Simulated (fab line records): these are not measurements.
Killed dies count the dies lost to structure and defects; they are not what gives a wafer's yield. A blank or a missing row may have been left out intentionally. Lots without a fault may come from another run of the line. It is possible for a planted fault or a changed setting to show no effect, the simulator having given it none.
Struck lot and sound lot, side by side | flow gf180mcu | 15 out of 602 route steps
Sound: wafers L238.2, L238.3, L238.4. Struck: wafers L246.4, L246.5 (left out: L246.6, a lot-mate that was not struck); the cause follows at the end.
Per side, at each step with rows, come the tool, then ch with its chambers, and then its first start. Under that, the readings that differ: sound wafers | struck wafers | difference of the means | sigmas: that difference in standard deviations of wafers without a fault.
alike: words and numbers the same on both sides, and readings whose means are apart by under 2 such deviations; not compared: readings that were withheld, readings missing a value for some wafer, numbers with overlapping values and no deviation given by the record, and bounds like >300 which may hide the same value.
Wherever a step has rows on one side only, a row that says differs or no value, or a row with sigmas, the two part there. Non-overlapping numbers with no deviation appear without sigmas and do not part them. A reading that every wafer of one side lacks parts them only if that side has two wafers or more.

GF_HV_LDD_CD_MEAS_46 targets a cd of 400 nm.
  struck on cd sem-01, day 17 07:34; sound on cd sem-01, day 15 02:11
  alike: cd nm
GF_HV_LDD_OVL_MEAS_47:
  struck on overlay-01, day 17 07:39; sound on overlay-02, day 15 02:17
  alike: HV_LDD_03_OVL
after that, 1 step had no rows for these wafers: GF_HV_LDD_IMPLANT_48.
GF_HV_LDD_STRIP_49: strips in O2/N2.
  sound on plasma asher-04 ch 0,1, day 15 02:28; struck on plasma asher-01 ch 1, day 17 07:51
  alike: drypump motor current A, heater power w, oes product au, platen temp c, strip time to endpoint s
  not compared: rf hours counter h
GF_HV_LDD_TW_MEAS_50:
  struck on film metro-03, day 17 07:57; sound on film metro-04, day 15 02:35
  alike: HV_LDD_4_TW
then, 1 step without rows for these wafers: GF_HV_LDD_CLEAN_51 (cleans in SC1/SC2, time 150 s).
GF_HV_LDD_RTA_52: time 10 s.
  sound on rtp anneal-02 ch 0, day 15 02:41; struck on rtp anneal-02 ch 0, day 17 08:04
  alike: lamp power pct, wafer_temp_C_max
GF_HV_LDD_RS_MEAS_53: the measuring method here is four-point-probe.
  struck on film metro-03, day 17 08:09; sound on film metro-04, day 15 02:46
  alike: HV_LDD_RS
then, 1 step without rows for these wafers: GF_HV_LDD_CVD_54 (deposits SiO2 from TEOS, target thk 10 nm, time 75 s).
GF_HV_LDD_THK_MEAS_55:
  struck on film metro-03, day 17 09:16; sound on film metro-01, day 15 03:53
  alike: HV_LDD_CVD_54_THK
then, 1 step without rows for these wafers: GF_HV_LDD_CVD_56 (deposits Si3N4 from DCS/NH3, target thk 90 nm, time 1543 s).
GF_HV_LDD_THK_MEAS_57:
  struck on film metro-03, day 17 10:45; sound on film metro-04, day 15 05:23
  reading                | sound          | struck    | difference | sigmas
  HV_LDD_CVD_56_THK (nm) | 89.1 89.1 88.8 | 91.2 91.6 | +2.4       | +2
GF_HV_LDD_ETCHBACK_58: etches Si3N4 in CH3F/O2, stops on SiO2, time 100 s, target depth 90 nm.
  sound on rie diel-04 ch 1,2,3, day 15 05:26; struck on rie diel-01 ch 0, day 17 10:47
  reading    | sound             | struck      | difference | sigmas
  bias w (W) | 79.78 80.24 79.64 | 61.94 62.03 | -17.90     | -75
  alike: ch3f flow sccm, drypump motor current A, oes product au, throttle valve pct
  not compared: rf hours counter h
then, 1 step without rows for these wafers: GF_NSD_DEHYDRATE_00 (time 60 s).
-- the record jumps here: 16 days lie between the struck wafers' starts before and after (it left off in module NSD and takes up again in module PASSIVATION, whose first step shown is number 602 of the route) --
GF_PASSIVATION_PROBE_99:
  rows exist in the record for the struck wafers here (prober-01, day 33 04:28), but not for the sound ones

== WHERE THEY PART ==
At GF_HV_LDD_THK_MEAS_57 first; at GF_PASSIVATION_PROBE_99 last (within this record only).

WHY: what the simulator had put in
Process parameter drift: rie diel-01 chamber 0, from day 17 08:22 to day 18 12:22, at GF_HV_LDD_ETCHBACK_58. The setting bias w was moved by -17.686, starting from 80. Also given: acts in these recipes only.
